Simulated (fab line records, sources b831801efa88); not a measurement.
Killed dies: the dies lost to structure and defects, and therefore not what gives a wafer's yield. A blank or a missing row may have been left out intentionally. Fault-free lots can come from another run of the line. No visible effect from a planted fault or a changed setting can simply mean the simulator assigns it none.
Check for tools in common | flow sky130 | 12 lots and 36 wafers in the sample

== REASON IT WAS OPENED ==
SKY_NWELL_TW_MEAS_26, reading NWELL_2_TW: flagged on 3 of 12 lots. No-fault wafers: 496, standard deviation 3.1.
Rule: a lot is flagged when every wafer of it that has a number lies more than 4 standard deviations from that mean, or none has a number. The rest of the lots are taken to be sound.

lot  | measured     | on           | NWELL_2_TW, wafer by wafer | flag
L997 | day 5 00:54  | filmMetro-02 | 498 495 497                | 
L999 | day 5 17:40  | filmMetro-02 | 498 499 500                | 
L104 | day 7 07:28  | filmMetro-01 | 487 487 488                | 
L106 | day 7 18:49  | filmMetro-01 | 491 489 488                | 
L107 | day 7 20:13  | filmMetro-02 | 496 498 496                | 
L109 | day 8 07:36  | filmMetro-01 | 376 375 376                | FLAGGED
L112 | day 9 01:49  | filmMetro-02 | 381 380 383                | FLAGGED
L114 | day 9 12:25  | filmMetro-03 | 497 494 497                | 
L113 | day 9 14:13  | filmMetro-02 | 379 378 379                | FLAGGED
L115 | day 9 22:32  | filmMetro-02 | 496 498 495                | 
L118 | day 11 15:28 | filmMetro-03 | 496 496 497                | 
L120 | day 11 16:49 | filmMetro-03 | 498 495 493                | 
On average the flagged lots' numbers are 379, which is -117 against the usual, or -38 standard deviations.

== WHICH TOOL RAN EACH LOT ==
Before the reading, the record contains 2 process steps out of a 708-step route. Each cell gives the tool, then ch followed by the chambers the sampled wafers passed through, then the start.
lot  | flag    | SKY_NWELL_IMPLANT_24            | SKY_NWELL_STRIP_25
L997 |         | implanter-01 ch 0, day 5 00:39  | plasmaAsher-04 ch 0,1, day 5 00:48
L999 |         | implanter-04 ch 0, day 5 17:25  | plasmaAsher-02 ch 0,1, day 5 17:33
L104 |         | implanter-01 ch 0, day 7 07:13  | plasmaAsher-04 ch 0,1, day 7 07:22
L106 |         | implanter-01 ch 0, day 7 18:34  | plasmaAsher-01 ch 0,1, day 7 18:43
L107 |         | implanter-01 ch 0, day 7 20:00  | plasmaAsher-02 ch 0,1, day 7 20:08
L109 | FLAGGED | implanter-01 ch 0, day 8 07:21  | plasmaAsher-01 ch 0,1, day 8 07:30
L112 | FLAGGED | implanter-01 ch 0, day 9 01:34  | plasmaAsher-01 ch 0,1, day 9 01:42
L114 |         | implanter-04 ch 0, day 9 12:11  | plasmaAsher-01 ch 1, day 9 12:19
L113 | FLAGGED | implanter-01 ch 0, day 9 14:00  | plasmaAsher-01 ch 0,1, day 9 14:08
L115 |         | implanter-02 ch 0, day 9 22:19  | plasmaAsher-01 ch 0,1, day 9 22:26
L118 |         | implanter-02 ch 0, day 11 15:13 | plasmaAsher-01 ch 0,1, day 11 15:22
L120 |         | implanter-02 ch 0, day 11 16:34 | plasmaAsher-04 ch 0,1, day 11 16:43
These steps, and what they do:
- SKY_NWELL_IMPLANT_24
- SKY_NWELL_STRIP_25: strips in O2/N2.
- SKY_NWELL_TW_MEAS_26

== FLAGGED OVER TOTAL, TOOL BY TOOL (the gauges that took the reading come last) ==
step                 | tool           | lots run | flagged | share of the flagged lots | sound lots run after its first flagged lot
SKY_NWELL_IMPLANT_24 | implanter-01   | 7        | 3       | all                       | 0
SKY_NWELL_IMPLANT_24 | implanter-02   | 3        | 0       | none                      | -
SKY_NWELL_IMPLANT_24 | implanter-04   | 2        | 0       | none                      | -
SKY_NWELL_STRIP_25   | plasmaAsher-01 | 7        | 3       | all                       | 3 (L114,L115,L118)
SKY_NWELL_STRIP_25   | plasmaAsher-02 | 2        | 0       | none                      | -
SKY_NWELL_STRIP_25   | plasmaAsher-04 | 3        | 0       | none                      | -
SKY_NWELL_TW_MEAS_26 | filmMetro-01   | 3        | 1       | some                      | 0
SKY_NWELL_TW_MEAS_26 | filmMetro-02   | 6        | 2       | some                      | 1 (L115)
SKY_NWELL_TW_MEAS_26 | filmMetro-03   | 3        | 0       | none                      | -

== WHAT IS ALLOWED BY THE TABLE ==
Every flagged lot went through 2 rows of the table: implanter-01 at SKY_NWELL_IMPLANT_24 and plasmaAsher-01 at SKY_NWELL_STRIP_25.
- implanter-01 at SKY_NWELL_IMPLANT_24 ran 7 lots, 3 of them flagged. Last sound lot L107 at day 7 20:00, first flagged lot L109 at day 8 07:21; a fault beginning in between fits. Its own readings lie more than 4 standard deviations out on every wafer of the flagged lots: doseIonsCm2, faradayCurrentUA.
- plasmaAsher-01 at SKY_NWELL_STRIP_25 ran 7 lots, 3 of them flagged. After the first flagged lot (L114, L115, L118), sound lots still ran on it; a lasting fault on the whole tool would not permit that.
One tool is left: implanter-01 at SKY_NWELL_IMPLANT_24.

== WHAT WAS PUT IN BY THE SIMULATOR ==
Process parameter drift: implanter-01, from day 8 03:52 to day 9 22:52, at SKY_NWELL_IMPLANT_24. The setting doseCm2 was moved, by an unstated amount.
Struck lots among those shown: L109, L112, L113. The rule given above showed the same thing.
